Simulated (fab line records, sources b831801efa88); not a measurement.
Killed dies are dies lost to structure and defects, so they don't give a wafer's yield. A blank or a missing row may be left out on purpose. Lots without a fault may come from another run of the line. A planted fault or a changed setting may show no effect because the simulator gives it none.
Which tool did it? | flow sky130 | 24 lots, 72 wafers sampled, at 6 steps of a route of 708

WHAT THE GAUGES READ, wafer by wafer
SKY_VT_ADJUST_HVTP_TW_MEAS_11. Usual: VT_ADJUST_HVTP_TW 1354, standard deviation 18.
lot  | measured     | on            | VT_ADJUST_HVTP_TW | flag
L074 | day 6 08:44  | film_metro-01 | 1340 1330 1328    |
L075 | day 6 16:26  | film_metro-01 | 1326 1325 1337    |
L076 | day 6 20:53  | film_metro-01 | 1324 1331 1331    |
L077 | day 7 03:19  | film_metro-02 | 1356 1343 1347    |
L078 | day 7 12:26  | film_metro-04 | 1368 1371 1367    |
L079 | day 7 14:55  | film_metro-04 | 1373 1375 1371    |
L080 | day 7 20:53  | film_metro-04 | 1372 1377 1367    |
L081 | day 8 03:26  | film_metro-01 | 1329 1326 1326    |
L082 | day 8 11:57  | film_metro-04 | 1364 1360 1359    |
L083 | day 8 18:18  | film_metro-02 | 1349 1351 1347    |
L084 | day 8 22:44  | film_metro-02 | 1347 1346 1354    |
L085 | day 9 06:32  | film_metro-04 | 1377 1369 1369    |
L086 | day 9 13:02  | film_metro-02 | 1354 1359 1351    |
L087 | day 9 15:55  | film_metro-02 | 1351 1343 1360    |
L088 | day 10 03:27 | film_metro-02 | 1352 1355 1356    |
L089 | day 10 08:47 | film_metro-04 | 1377 1374 1366    |
L090 | day 10 16:58 | film_metro-04 | 1360 1375 1375    |
L091 | day 10 23:14 | film_metro-01 | 1339 1333 1337    |
L092 | day 11 04:29 | film_metro-01 | 1337 1338 1330    |
L093 | day 11 05:48 | film_metro-04 | 1371 1370 1374    |
L094 | day 11 14:30 | film_metro-04 | 1372 1376 1369    |
L095 | day 11 18:38 | film_metro-04 | 1373 1366 1373    |
L096 | day 12 01:53 | film_metro-04 | 1376 1377 1379    |
L097 | day 12 15:17 | film_metro-02 | 1339 1338 1338    |

SKY_VT_ADJUST_NCORE_OVL_MEAS_08. Usual: VT_ADJUST_NCORE_OVL 0.6 nm, standard deviation 1.3.
lot  | measured     | on         | VT_ADJUST_NCORE_OVL (nm) | flag
L074 | day 8 22:39  | overlay-02 | -0.6 0.9 0.3             |
L075 | day 9 08:53  | overlay-01 | -0.7 -0.5 -0.7           |
L076 | day 9 13:47  | overlay-01 | -1.1 -1.8 0.5            |
L077 | day 9 20:22  | overlay-02 | 1.8 1.4 1.0              |
L078 | day 10 06:35 | overlay-01 | 1.8 1.9 2.0              |
L079 | day 10 09:41 | overlay-02 | 0.9 1.4 0.0              |
L080 | day 10 16:58 | overlay-01 | -1.1 -0.9 1.5            |
L081 | day 10 23:00 | overlay-02 | 1.4 0.5 -0.7             |
L082 | day 11 08:50 | overlay-02 | 0.6 -0.7 0.2             |
L083 | day 11 16:28 | overlay-01 | -0.2 2.4 -0.5            |
L084 | day 11 20:51 | overlay-01 | 0.3 1.0 2.4              |
L085 | day 12 05:29 | overlay-01 | -0.4 -1.0 -1.3           |
L086 | day 12 20:32 | overlay-01 | 1.6 3.0 0.8              |
L087 | day 12 21:04 | overlay-02 | -0.4 0.2 -0.2            |
L088 | day 12 23:19 | overlay-01 | -1.9 0.7 2.0             |
L089 | day 13 17:54 | overlay-01 | 1.2 0.6 -0.4             |
L090 | day 13 20:41 | overlay-01 | -0.3 0.6 -1.5            |
L091 | day 13 23:36 | overlay-01 | 2.1 2.0 0.6              |
L092 | day 14 02:00 | overlay-02 | 3.3 3.6 0.9              |
L093 | day 14 02:37 | overlay-01 | 1.6 2.0 0.7              |
L094 | day 15 02:16 | overlay-01 | -0.5 0.5 -0.8            |
L095 | day 15 03:21 | overlay-01 | -0.2 0.5 -0.4            |
L096 | day 15 04:54 | overlay-02 | 0.7 -1.2 0.1             |
L097 | day 15 21:18 | overlay-01 | 1.8 1.5 0.8              |

SKY_SONOS_TUNNEL_CD_MEAS_07: target cd 410 nm. Usual: cd_nm 409.3 nm, standard deviation 2.1.
lot  | measured     | on        | cd_nm (nm)        | flag
L074 | day 11 22:01 | cd_sem-01 | 412.1 411.5 410.3 |
L075 | day 12 16:16 | cd_sem-01 | 408.6 406.6 408.1 |
L076 | day 12 18:01 | cd_sem-01 | 406.7 409.6 408.1 |
L077 | day 12 20:10 | cd_sem-01 | 412.6 412.5 410.4 |
L078 | day 13 15:40 | cd_sem-01 | 406.9 406.8 406.7 |
L079 | day 13 18:42 | cd_sem-01 | 408.6 409.4 411.3 |
L080 | day 13 20:53 | cd_sem-02 | 409.1 410.8 411.1 |
L081 | day 13 22:56 | cd_sem-01 | 410.1 410.3 410.5 |
L082 | day 14 20:59 | cd_sem-02 | 409.3 410.1 408.1 |
L083 | day 15 00:35 | cd_sem-01 | 407.4 407.8 407.3 |
L084 | day 15 01:58 | cd_sem-02 | 408.9 411.0 411.2 |
L085 | day 15 05:29 | cd_sem-02 | 412.0 413.7 415.1 |
L086 | day 16 05:28 | cd_sem-01 | 411.0 411.7 409.4 |
L087 | day 16 06:25 | cd_sem-01 | 410.2 409.7 409.7 |
L088 | day 16 08:49 | cd_sem-01 | 409.4 410.1 408.6 |
L089 | day 17 04:53 | cd_sem-01 | 406.3 406.2 407.3 |
L090 | day 17 08:21 | cd_sem-02 | 408.0 408.9 406.8 |
L091 | day 17 11:44 | cd_sem-02 | 409.9 410.0 410.6 |
L092 | day 17 15:16 | cd_sem-02 | 413.4 411.7 414.1 |
L093 | day 17 15:53 | cd_sem-02 | 408.5 410.1 408.9 |
L094 | day 18 16:38 | cd_sem-01 | 406.9 410.5 408.9 |
L095 | day 18 18:37 | cd_sem-01 | 407.0 406.4 408.3 |
L096 | day 18 21:10 | cd_sem-02 | 409.8 410.3 410.0 |
L097 | day 19 15:29 | cd_sem-01 | 406.9 406.2 408.4 |

SKY_CAP2M_OVL_MEAS_12. Usual: CAP2M_OVL -0.5 nm, standard deviation 1.4.
lot  | measured     | on         | CAP2M_OVL (nm) | flag
L074 | day 41 16:52 | overlay-02 | -0.9 1.6 0.3   |
L075 | day 42 16:08 | overlay-02 | -1.7 -1.6 1.0  |
L076 | day 42 11:32 | overlay-01 | 0.8 -0.9 0.3   |
L077 | day 42 14:35 | overlay-01 | -0.6 0.4 -1.4  |
L078 | day 43 06:34 | overlay-01 | -0.8 0.7 -2.0  |
L079 | day 43 06:51 | overlay-02 | 0.6 -0.8 -1.5  |
L080 | day 43 16:17 | overlay-01 | 0.7 0.0 -0.9   |
L081 | day 43 14:52 | overlay-01 | -1.6 -2.6 -1.8 |
L082 | day 44 07:44 | overlay-01 | 0.5 0.5 -1.8   |
L083 | day 44 08:37 | overlay-01 | -1.1 -0.3 -0.3 |
L084 | day 44 11:20 | overlay-02 | 0.4 0.3 1.6    |
L085 | day 44 21:01 | overlay-01 | -1.2 -1.2 -1.9 |
L086 | day 45 11:26 | overlay-01 | -1.8 -2.3 -3.0 |
L087 | day 45 08:32 | overlay-02 | -1.8 0.8 0.9   |
L088 | day 45 14:23 | overlay-01 | 0.4 0.3 -2.2   |
L089 | day 46 00:26 | overlay-01 | -1.7 0.1 -1.5  |
L090 | day 46 02:38 | overlay-01 | 1.7 1.6 3.5    |
L091 | day 46 04:14 | overlay-01 | -1.1 -1.2 -1.8 |
L092 | day 46 08:37 | overlay-01 | -3.6 -1.2 -2.2 |
L093 | day 46 11:07 | overlay-01 | -1.9 -0.4 -1.7 |
L094 | day 47 02:56 | overlay-01 | -1.9 -2.0 -2.1 |
L095 | day 47 04:40 | overlay-02 | 0.3 -0.8 0.2   |
L096 | day 47 08:05 | overlay-02 | -0.4 0.1 -2.2  |
L097 | day 47 19:02 | overlay-02 | 0.3 0.0 2.0    |

WHICH TOOL RAN EACH LOT (tool, then ch and the chambers of the sampled wafers, then the start)
lot  | SKY_LI_CONTACT_ETCH_15             | SKY_METAL3_DESCUM_15
L074 | rie_diel-04 ch 0,1,3, day 29 23:13 | rie_metal-01 ch 0,1, day 39 11:43
L075 | rie_diel-02 ch 0,3, day 31 00:55   | rie_metal-01 ch 0,1, day 40 12:22
L076 | rie_diel-03 ch 1,2,3, day 30 20:53 | rie_metal-01 ch 0,1, day 40 07:32
L077 | rie_diel-04 ch 0,1,2, day 30 23:18 | rie_metal-02 ch 0,1, day 40 10:17
L078 | rie_diel-04 ch 0,3, day 31 18:02   | rie_metal-01 ch 0,1, day 41 02:26
L079 | rie_diel-02 ch 0,1,2, day 31 21:22 | rie_metal-02 ch 0,1, day 41 04:00
L080 | rie_diel-03 ch 0,3, day 32 05:01   | rie_metal-02 ch 0,1, day 41 12:59
L081 | rie_diel-03 ch 1,2,3, day 32 04:01 | rie_metal-03 ch 0,1, day 41 11:17
L082 | rie_diel-02 ch 0,2,3, day 32 22:38 | rie_metal-01 ch 0,1, day 42 03:56
L083 | rie_diel-03 ch 0,3, day 33 01:44   | rie_metal-02 ch 1, day 42 07:22
L084 | rie_diel-02 ch 0,1, day 33 07:11   | rie_metal-01 ch 1, day 42 09:40
L085 | rie_diel-04 ch 1,2, day 33 16:14   | rie_metal-03 ch 1, day 42 19:16
L086 | rie_diel-03 ch 0,2,3, day 34 09:43 | rie_metal-03 ch 0, day 43 09:38
L087 | rie_diel-03 ch 0,2, day 34 06:38   | rie_metal-02 ch 0,1, day 43 07:35
L088 | rie_diel-02 ch 2,3, day 34 12:28   | rie_metal-03 ch 0,1, day 43 13:12
L089 | rie_diel-04 ch 0,1, day 35 02:49   | rie_metal-02 ch 0,1, day 43 23:46
L090 | rie_diel-03 ch 0,2,3, day 35 05:04 | rie_metal-02 ch 0,1, day 44 02:08
L091 | rie_diel-02 ch 2,3, day 35 06:19   | rie_metal-01 ch 0,1, day 44 04:56
L092 | rie_diel-04 ch 0,1,2, day 35 14:26 | rie_metal-02 ch 0,1, day 44 10:23
L093 | rie_diel-02 ch 0,2,3, day 35 16:13 | rie_metal-02 ch 0,1, day 44 11:19
L094 | rie_diel-04 ch 0,1,2, day 36 09:02 | rie_metal-02 ch 0,1, day 45 03:56
L095 | rie_diel-02 ch 2,3, day 36 15:58   | rie_metal-03 ch 0,1, day 45 07:26
L096 | rie_diel-03 ch 0,1,2, day 36 17:52 | rie_metal-03 ch 1, day 45 09:55
L097 | rie_diel-02 ch 0,2,3, day 37 08:16 | rie_metal-03 ch 0,1, day 45 21:55
- SKY_LI_CONTACT_ETCH_15: etches PSG in C4F8/O2/Ar, stops on Si, target depth 600 nm.
- SKY_METAL3_DESCUM_15: chemistry O2, time 8 s.

WHAT THE TOOLS THEMSELVES READ (means of the sampled wafers that have a number; where no wafer has one, the mark that the record gives instead)
SKY_LI_CONTACT_ETCH_15. Usual: oes_product_au 0.837 a.u., standard deviation 0.0044.
lot  | tool        | oes_product_au (a.u.) | flag
L074 | rie_diel-04 | 0.838                 |
L075 | rie_diel-02 | 0.834                 |
L076 | rie_diel-03 | 0.836                 |
L077 | rie_diel-04 | 0.837                 |
L078 | rie_diel-04 | 0.832                 |
L079 | rie_diel-02 | 0.837                 |
L080 | rie_diel-03 | 0.838                 |
L081 | rie_diel-03 | 0.838                 |
L082 | rie_diel-02 | 0.840                 |
L083 | rie_diel-03 | 0.836                 |
L084 | rie_diel-02 | 0.836                 |
L085 | rie_diel-04 | 0.837                 |
L086 | rie_diel-03 | 0.842                 |
L087 | rie_diel-03 | 0.841                 |
L088 | rie_diel-02 | 0.833                 |
L089 | rie_diel-04 | 0.837                 |
L090 | rie_diel-03 | 0.836                 |
L091 | rie_diel-02 | 0.841                 |
L092 | rie_diel-04 | 0.837                 |
L093 | rie_diel-02 | 0.836                 |
L094 | rie_diel-04 | 0.839                 |
L095 | rie_diel-02 | 0.833                 |
L096 | rie_diel-03 | 0.836                 |
L097 | rie_diel-02 | 0.835                 |

SKY_METAL3_DESCUM_15. Usual: drypump_motor_current_A 5.44 A, standard deviation 0.27; oes_product_au 1.002 a.u., standard deviation 0.013; temp_c 40.01 C, standard deviation 0.1.
lot  | tool         | drypump_motor_current_A (A) | oes_product_au (a.u.) | temp_c (C) | flag
L074 | rie_metal-01 | 5.59                        | 0.987                 | 40.10      |
L075 | rie_metal-01 | 5.41                        | 0.984                 | 39.94      |
L076 | rie_metal-01 | 5.43                        | 0.990                 | 40.10      |
L077 | rie_metal-02 | 5.56                        | 1.012                 | 39.98      |
L078 | rie_metal-01 | 5.43                        | 0.991                 | 40.01      |
L079 | rie_metal-02 | 5.37                        | 1.020                 | 40.09      |
L080 | rie_metal-02 | 5.38                        | 1.015                 | 40.06      |
L081 | rie_metal-03 | 5.40                        | 1.000                 | 39.85      |
L082 | rie_metal-01 | 5.41                        | 0.981                 | 40.00      |
L083 | rie_metal-02 | 5.72                        | 1.014                 | 39.95      |
L084 | rie_metal-01 | 5.27                        | 0.988                 | 40.06      |
L085 | rie_metal-03 | 5.63                        | 1.010                 | 40.04      |
L086 | rie_metal-03 | 5.03                        | 0.992                 | 39.98      |
L087 | rie_metal-02 | 5.38                        | 1.012                 | 40.00      |
L088 | rie_metal-03 | 5.24                        | 0.993                 | 40.02      |
L089 | rie_metal-02 | 5.55                        | 0.999                 | 39.92      |
L090 | rie_metal-02 | 5.39                        | 1.018                 | 40.00      |
L091 | rie_metal-01 | 5.56                        | 0.986                 | 40.08      |
L092 | rie_metal-02 | 5.56                        | 1.008                 | 40.03      |
L093 | rie_metal-02 | 5.41                        | 1.009                 | 39.99      |
L094 | rie_metal-02 | 5.55                        | 1.011                 | 40.10      |
L095 | rie_metal-03 | 5.42                        | 1.004                 | 39.95      |
L096 | rie_metal-03 | 5.64                        | 1.007                 | 40.02      |
L097 | rie_metal-03 | 5.22                        | 1.010                 | 39.85      |

THE ANSWER, worked out from the rows above alone
Rule: a lot is off if the mean of its wafers that have a number lies more than 3 standard deviations from the usual mean. A lot without any number at a reading at which 4 lots or more have one is off too. The other lots that the step has rows for count as sound. The gauges are gone through in route order, then the tools' own readings, and for those a lot's mean is taken as printed above. The first step at which some lot is off is used, and at that step the reading that is off furthest; a lot without a number counts as furthest.
No lot is off at any reading shown: from this, nothing can be told.

WHAT THE SIMULATOR HAD PUT IN
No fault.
